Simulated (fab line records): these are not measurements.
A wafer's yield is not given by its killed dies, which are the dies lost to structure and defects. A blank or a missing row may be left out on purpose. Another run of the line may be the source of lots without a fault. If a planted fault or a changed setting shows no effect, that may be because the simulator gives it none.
Matching of chambers / flow gf180mcu / 4 sister chambers for GF_POLY_GATE_ETCH_12 on rie-diel-03
The step etches BARC in N2/H2. 14 wafers are shown with their chamber, then 7 later ones without.

== EACH WAFER AND ITS CHAMBER ==
wafer=L914.1; chamber=2; drypump-motor-current-A (A)=5.0; oes-product-au (a.u.)=0.737; throttle-valve-pct (%)=13.221
wafer=L914.3; chamber=1; drypump-motor-current-A (A)=4.6; oes-product-au (a.u.)=0.735; throttle-valve-pct (%)=13.212
wafer=L914.6; chamber=1; drypump-motor-current-A (A)=4.7; oes-product-au (a.u.)=0.739; throttle-valve-pct (%)=13.211
wafer=L915.1; chamber=0; drypump-motor-current-A (A)=6.5; oes-product-au (a.u.)=0.741; throttle-valve-pct (%)=13.224
wafer=L915.3; chamber=2; drypump-motor-current-A (A)=5.1; oes-product-au (a.u.)=0.737; throttle-valve-pct (%)=13.215
wafer=L915.5; chamber=3; drypump-motor-current-A (A)=6.6; oes-product-au (a.u.)=0.734; throttle-valve-pct (%)=13.210
wafer=L916.4; chamber=0; drypump-motor-current-A (A)=6.5; oes-product-au (a.u.)=0.737; throttle-valve-pct (%)=13.222
wafer=L916.5; chamber=0; drypump-motor-current-A (A)=6.6; oes-product-au (a.u.)=0.739; throttle-valve-pct (%)=13.235
wafer=L916.6; chamber=3; drypump-motor-current-A (A)=6.6; oes-product-au (a.u.)=0.734; throttle-valve-pct (%)=13.218
wafer=L920.2; chamber=0; drypump-motor-current-A (A)=6.5; oes-product-au (a.u.)=0.735; throttle-valve-pct (%)=13.214
wafer=L920.3; chamber=1; drypump-motor-current-A (A)=4.6; oes-product-au (a.u.)=0.738; throttle-valve-pct (%)=13.208
wafer=L920.5; chamber=1; drypump-motor-current-A (A)=4.6; oes-product-au (a.u.)=0.743; throttle-valve-pct (%)=13.221
wafer=L921.3; chamber=1; drypump-motor-current-A (A)=4.6; oes-product-au (a.u.)=0.739; throttle-valve-pct (%)=13.211
wafer=L921.4; chamber=2; drypump-motor-current-A (A)=5.1; oes-product-au (a.u.)=0.737; throttle-valve-pct (%)=13.217

SIGNATURES, as means of the wafers listed above
reading=drypump-motor-current-A; chamber 0=6.525; chamber 1=4.620; chamber 2=5.067; chamber 3=6.600; scatter within a chamber=0.0471
reading=oes-product-au; chamber 0=0.73800; chamber 1=0.73880; chamber 2=0.73700; chamber 3=0.73400; scatter within a chamber=0.0023
reading=throttle-valve-pct; chamber 0=13.22375; chamber 1=13.21260; chamber 2=13.21767; chamber 3=13.21400; scatter within a chamber=0.0061
Rule: for a wafer and a chamber, the distance is found by dividing, reading by reading, the gap between the wafer's reading and the chamber's mean by the reading's scatter, squaring, summing and taking the root. If the next closest chamber is less than 2 further off than the closest, the wafer can't be placed; otherwise it belongs to the closest. How the scatter is found: for the shown wafers, subtract from each reading the mean of its chamber, square and add these, divide the total by (wafers less chambers), then take the root.

== WAFERS MISSING THEIR CHAMBER ==
wafer=L921.6; drypump-motor-current-A (A)=4.6; oes-product-au (a.u.)=0.736; throttle-valve-pct (%)=13.210
wafer=L926.4; drypump-motor-current-A (A)=6.5; oes-product-au (a.u.)=0.736; throttle-valve-pct (%)=13.222
wafer=L926.5; drypump-motor-current-A (A)=5.1; oes-product-au (a.u.)=0.741; throttle-valve-pct (%)=13.219
wafer=L926.6; drypump-motor-current-A (A)=4.6; oes-product-au (a.u.)=0.736; throttle-valve-pct (%)=13.209
wafer=L928.2; drypump-motor-current-A (A)=6.7; oes-product-au (a.u.)=0.738; throttle-valve-pct (%)=13.214
wafer=L928.3; drypump-motor-current-A (A)=6.5; oes-product-au (a.u.)=0.727; throttle-valve-pct (%)=13.222
wafer=L928.5; drypump-motor-current-A (A)=4.6; oes-product-au (a.u.)=0.732; throttle-valve-pct (%)=13.228

== EACH ONE'S CHAMBER ==
wafer=L921.6; from the rows above=1; in truth=1
wafer=L926.4; from the rows above=can't be placed: 0 or 3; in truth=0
wafer=L926.5; from the rows above=2; in truth=2
wafer=L926.6; from the rows above=1; in truth=1
wafer=L928.2; from the rows above=can't be placed: 3 or 0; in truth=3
wafer=L928.3; from the rows above=can't be placed: 3 or 0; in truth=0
wafer=L928.5; from the rows above=1; in truth=1
Correctly placed: 4 of 7. Can't be placed from these rows: 3 (the true chamber is among the candidates in 3). Placed wrongly: 0.
